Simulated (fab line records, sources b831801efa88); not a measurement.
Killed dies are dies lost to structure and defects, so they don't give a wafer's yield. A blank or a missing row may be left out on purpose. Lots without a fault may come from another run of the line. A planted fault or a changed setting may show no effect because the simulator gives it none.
A struck lot beside a sound one | flow sky130 | 20 steps out of a route of 708
Sound: wafers L851.4, L851.5, L851.6. Struck: wafers L857.2, L857.3, L857.6. The cause comes at the end.
At each step with rows: each side's tool, then ch and its chambers, then its first start. Under that, the readings that differ: sound wafers | struck wafers | difference of the means | sigmas: that difference in standard deviations of wafers without a fault.
alike: readings whose means differ by less than 2 such deviations, and words and numbers that are the same on both sides. not compared: withheld readings, readings that some wafer has no value for, bounds like >300 that may hide the same value, and numbers for which the record gives no deviation and whose values overlap.
The two part at a step that has a row with sigmas, a row that says differs or no value, or rows on one side only. Numbers that don't overlap but have no deviation are shown without sigmas and don't part them. A reading that every wafer of one side lacks parts them only if that side has two wafers or more.

first, 1 step without rows for these wafers: SKY_RES_XHIGH_IMPLANT_07.
SKY_RES_XHIGH_STRIP_08: strips in O2/N2.
  sound on plasma_asher-03 ch 0,1, day 28 17:55; struck on plasma_asher-04 ch 0,1, day 30 08:29
  alike: drypump_motor_current_A, oes_product_au, strip_time_to_endpoint_s
  not compared: rf_hours_counter_h
SKY_RES_XHIGH_TW_MEAS_09:
  sound on film_metro-03, day 28 18:01; struck on film_metro-04, day 30 08:35
  alike: RES_XHIGH_TW
then, 7 steps without rows for these wafers: SKY_SD_N_DEHYDRATE_00 (time 60 s); SKY_SD_N_HMDS_01 (prime time 60 s); SKY_SD_N_COAT_02 (resist thk 1140 nm); SKY_SD_N_SOFTBAKE_03 (time 60 s); SKY_SD_N_EXPOSE_04 (exposes mask NSDM, target cd 380 nm); SKY_SD_N_PEB_05; SKY_SD_N_DEVELOP_06 (develop time 60 s).
SKY_SD_N_CD_MEAS_07: target cd 380 nm.
  sound on cd_sem-01, day 29 22:05; struck on cd_sem-02, day 31 11:37
  alike: cd_nm
SKY_SD_N_OVL_MEAS_08:
  sound on overlay-02, day 29 22:10; struck on overlay-01, day 31 11:43
  alike: SD_N_OVL
SKY_SD_N_IMPLANT_09:
  sound on implanter-02 ch 0, day 29 22:16; struck on implanter-04 ch 0, day 31 11:46
  reading                   | sound             | struck            | difference | sigmas
  implant_ion_amu           | 75 75 75          | 49 49 49          | -26        |
  model.implant.rp_nm (nm)  | 32.47 32.47 32.47 | 37.87 37.87 37.87 | +5.40      |
  model.implant.drp_nm (nm) | 14.11 14.11 14.11 | 18.55 18.55 18.55 | +4.44      |
then, 1 step without rows for these wafers: SKY_SD_N_IMPLANT_10.
SKY_SD_N_STRIP_11: strips in O2/N2.
  sound on plasma_asher-03 ch 0,1, day 29 22:31; struck on plasma_asher-03 ch 0, day 31 12:03
  reading                      | sound             | struck            | difference | sigmas
  strip_time_to_endpoint_s (s) | 22.58 22.61 22.59 | 23.33 23.33 23.32 | +0.73      | +17
  alike: drypump_motor_current_A, oes_product_au
  not compared: rf_hours_counter_h
SKY_SD_N_TW_MEAS_12:
  sound on film_metro-02, day 29 22:37; struck on film_metro-03, day 31 12:10
  reading | sound          | struck         | difference | sigmas
  SD_N_TW | 4006 4018 4039 | 3757 3734 3757 | -272       | -7
then, 1 step without rows for these wafers: SKY_SD_N_CLEAN_13 (cleans in SC1/SC2, time 150 s).
SKY_SD_N_RTA_14: time 2 s.
  sound on rtp_anneal-01 ch 0, day 29 22:43; struck on rtp_anneal-01 ch 0, day 31 12:16
  alike: lamp_power_pct, wafer_temp_C_max
SKY_SD_N_RS_MEAS_16: measures by four-point-probe.
  sound on film_metro-03, day 29 22:56; struck on film_metro-04, day 31 12:27
  reading          | sound             | struck | difference                    | sigmas
  SD_N_RS (ohm/sq) | 68.53 68.52 68.47 | - - -  | no value on the struck wafers |
SKY_SD_N_RS_MEAS_17: measures by four-point-probe.
  sound on film_metro-03, day 29 23:03; struck on film_metro-04, day 31 12:34
  alike: SD_P_RS

WHERE THEY PART
First at SKY_SD_N_STRIP_11; last, within this record, at SKY_SD_N_RS_MEAS_16. Later steps at which nothing parts them and some readings are alike: SKY_SD_N_RS_MEAS_17.

WHY: what the simulator had put in
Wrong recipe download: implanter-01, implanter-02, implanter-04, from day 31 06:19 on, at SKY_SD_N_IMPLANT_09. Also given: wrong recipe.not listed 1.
